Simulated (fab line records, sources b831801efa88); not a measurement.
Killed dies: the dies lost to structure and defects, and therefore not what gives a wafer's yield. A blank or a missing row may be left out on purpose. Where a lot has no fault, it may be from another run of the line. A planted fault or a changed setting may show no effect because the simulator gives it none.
Split-lot trial / flow sky130 / 23 wafers read from 5 lots, route of 708 steps

== ON THE SPLIT ==
At SKY_POLY_GATE_EXPOSE_10 (exposes mask P1M, target cd 150 nm), the setting doseMj was moved away from the recipe's 28 on 11 of the 23 wafers read, by -5.9% to +7.2%. For the rest of the wafers, this setting stayed at what the recipe calls for.

== FROM THE SPLIT TO THE READING: what the file shows between them, 7 steps ==
- SKY_POLY_GATE_PEB_11
- SKY_POLY_GATE_DEVELOP_12: develop time 60 s
- SKY_POLY_GATE_CD_MEAS_13: target cd 150 nm
- SKY_POLY_GATE_ETCH_15: etches BARC in N2/H2, stops on SiO2, time 118.5 s, target depth 110 nm (also split here: sourceW)
- SKY_POLY_GATE_STRIP_18: strips in O2/N2 (also split here: powerW)
- SKY_POLY_GATE_CLEAN_19: cleans in SC1/SC2, time 150 s
- SKY_POLY_GATE_OXIDATION_20: stabilise 600 s, purge 300 s, target thk 4 nm

== THE READING ==
cdNm, in nm, at SKY_POLY_GATE_CD_MEAS_22. A value of 152 nm with a standard deviation of 3.5 nm is what fault-free wafers of this fab line usually give.

wafer=L074.1; tool, chamber at the split=krfScanner-02, 0; doseMj as run=28; against the recipe=recipe; cdNm, nm=156; against lot-mates on the recipe=-
wafer=L074.4; tool, chamber at the split=krfScanner-02, 0; doseMj as run=28; against the recipe=recipe; cdNm, nm=155; against lot-mates on the recipe=-
wafer=L074.5; tool, chamber at the split=krfScanner-02, 0; doseMj as run=28; against the recipe=recipe; cdNm, nm=155; against lot-mates on the recipe=-
wafer=L078.1; tool, chamber at the split=krfScanner-01, 0; doseMj as run=26.34; against the recipe=-5.9%; cdNm, nm=156; against lot-mates on the recipe=+5
wafer=L078.2; tool, chamber at the split=krfScanner-01, 0; doseMj as run=28; against the recipe=recipe; cdNm, nm=150; against lot-mates on the recipe=-
wafer=L078.3; tool, chamber at the split=krfScanner-01, 0; doseMj as run=26.34; against the recipe=-5.9%; cdNm, nm=160; against lot-mates on the recipe=+9
wafer=L078.4; tool, chamber at the split=krfScanner-01, 0; doseMj as run=28; against the recipe=recipe; cdNm, nm=152; against lot-mates on the recipe=-
wafer=L078.5; tool, chamber at the split=krfScanner-01, 0; doseMj as run=26.34; against the recipe=-5.9%; cdNm, nm=161; against lot-mates on the recipe=+10
wafer=L075.1; tool, chamber at the split=krfScanner-01, 0; doseMj as run=28; against the recipe=recipe; cdNm, nm=154; against lot-mates on the recipe=-
wafer=L075.2; tool, chamber at the split=krfScanner-01, 0; doseMj as run=29.31; against the recipe=+4.7%; cdNm, nm=144; against lot-mates on the recipe=-8
wafer=L075.3; tool, chamber at the split=krfScanner-01, 0; doseMj as run=28; against the recipe=recipe; cdNm, nm=151; against lot-mates on the recipe=-
wafer=L075.4; tool, chamber at the split=krfScanner-01, 0; doseMj as run=29.31; against the recipe=+4.7%; cdNm, nm=147; against lot-mates on the recipe=-6
wafer=L075.5; tool, chamber at the split=krfScanner-01, 0; doseMj as run=29.31; against the recipe=+4.7%; cdNm, nm=146; against lot-mates on the recipe=-6
wafer=L080.1; tool, chamber at the split=krfScanner-02, 0; doseMj as run=28.7; against the recipe=+2.5%; cdNm, nm=145; against lot-mates on the recipe=-8
wafer=L080.2; tool, chamber at the split=krfScanner-02, 0; doseMj as run=28; against the recipe=recipe; cdNm, nm=151; against lot-mates on the recipe=-
wafer=L080.3; tool, chamber at the split=krfScanner-02, 0; doseMj as run=28; against the recipe=recipe; cdNm, nm=155; against lot-mates on the recipe=-
wafer=L080.5; tool, chamber at the split=krfScanner-02, 0; doseMj as run=28.7; against the recipe=+2.5%; cdNm, nm=147; against lot-mates on the recipe=-6
wafer=L080.6; tool, chamber at the split=krfScanner-02, 0; doseMj as run=28.7; against the recipe=+2.5%; cdNm, nm=144; against lot-mates on the recipe=-9
wafer=L084.1; tool, chamber at the split=krfScanner-02, 0; doseMj as run=28; against the recipe=recipe; cdNm, nm=149; against lot-mates on the recipe=-
wafer=L084.3; tool, chamber at the split=krfScanner-02, 0; doseMj as run=30.02; against the recipe=+7.2%; cdNm, nm=137; against lot-mates on the recipe=-9
wafer=L084.4; tool, chamber at the split=krfScanner-02, 0; doseMj as run=28; against the recipe=recipe; cdNm, nm=145; against lot-mates on the recipe=-
wafer=L084.5; tool, chamber at the split=krfScanner-02, 0; doseMj as run=28; against the recipe=recipe; cdNm, nm=145; against lot-mates on the recipe=-
wafer=L084.6; tool, chamber at the split=krfScanner-02, 0; doseMj as run=30.02; against the recipe=+7.2%; cdNm, nm=136; against lot-mates on the recipe=-10

THE FIT
A straight line over all 23 wafers: cdNm changes by -1.59 nm for each +1% of doseMj; r = -0.87; the points scatter about the line by 3.3 nm.
The same after taking each lot's own level away (the mean of its wafers on the recipe; 23 wafers): -1.45 nm for each +1%; r = -0.93; scatter 2.1 nm.
That fit puts the effect of the largest move of doseMj on the reading at 10 nm.
From 146.3 to 155.3 nm: that is the span of the lots' own levels, equal to 2.6 times the standard deviation above.
So the lot-to-lot level changes the slope little: the two slopes agree.
Check: with one of the wafers moved furthest among these (+7.2%) left out of the fit, the line predicts -11.5 nm for it against its lot-mates. It came out at -9.33 nm against them.

== FURTHER SPLITS ON THESE WAFERS ==
Before the reading, these wafers also passed through other splits. Each is held against what the fit with the lots' levels taken away leaves over:
other split on the same wafers=SKY_SONOS_TUNNEL_IMPLANT_09 energyKev; wafers away from the commonest value=10; r with cdNm (lot level and that fit taken away)=-0.15
other split on the same wafers=SKY_GATE_OXIDE_OXIDATION_01 tempC; wafers away from the commonest value=15; r with cdNm (lot level and that fit taken away)=-0.43
other split on the same wafers=SKY_GATE_OXIDE_IMPLANT_11 energyKev; wafers away from the commonest value=8; r with cdNm (lot level and that fit taken away)=-0.31
other split on the same wafers=SKY_POLY_GATE_ETCH_15 sourceW; wafers away from the commonest value=11; r with cdNm (lot level and that fit taken away)=-0.26
other split on the same wafers=SKY_POLY_GATE_STRIP_18 powerW; wafers away from the commonest value=6; r with cdNm (lot level and that fit taken away)=+0.21

== THE WHOLE CHAIN: every reading that the file lists as answering this split, in the file's order ==
step=SKY_POLY_GATE_CD_MEAS_13; what it does=target cd 150 nm; reading=cdNm; change (the file's fit)=-1.72 nm for each +1% of the setting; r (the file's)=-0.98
step=SKY_POLY_GATE_ETCH_15; what it does=etches BARC in N2/H2, stops on SiO2, time 118.5 s, target depth 110 nm; reading=POLY_GATE.cdNm (the simulator's own value, which no gauge read); change (the file's fit)=-1.42 nm for each +1% of the setting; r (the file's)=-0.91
step=SKY_POLY_GATE_CD_MEAS_22; what it does=; reading=cdNm; change (the file's fit)=-1.42 nm for each +1% of the setting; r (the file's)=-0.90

== FILE'S OWN FIT ==
cdNm changes by -1.42 nm for each +1% of doseMj, r = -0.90.
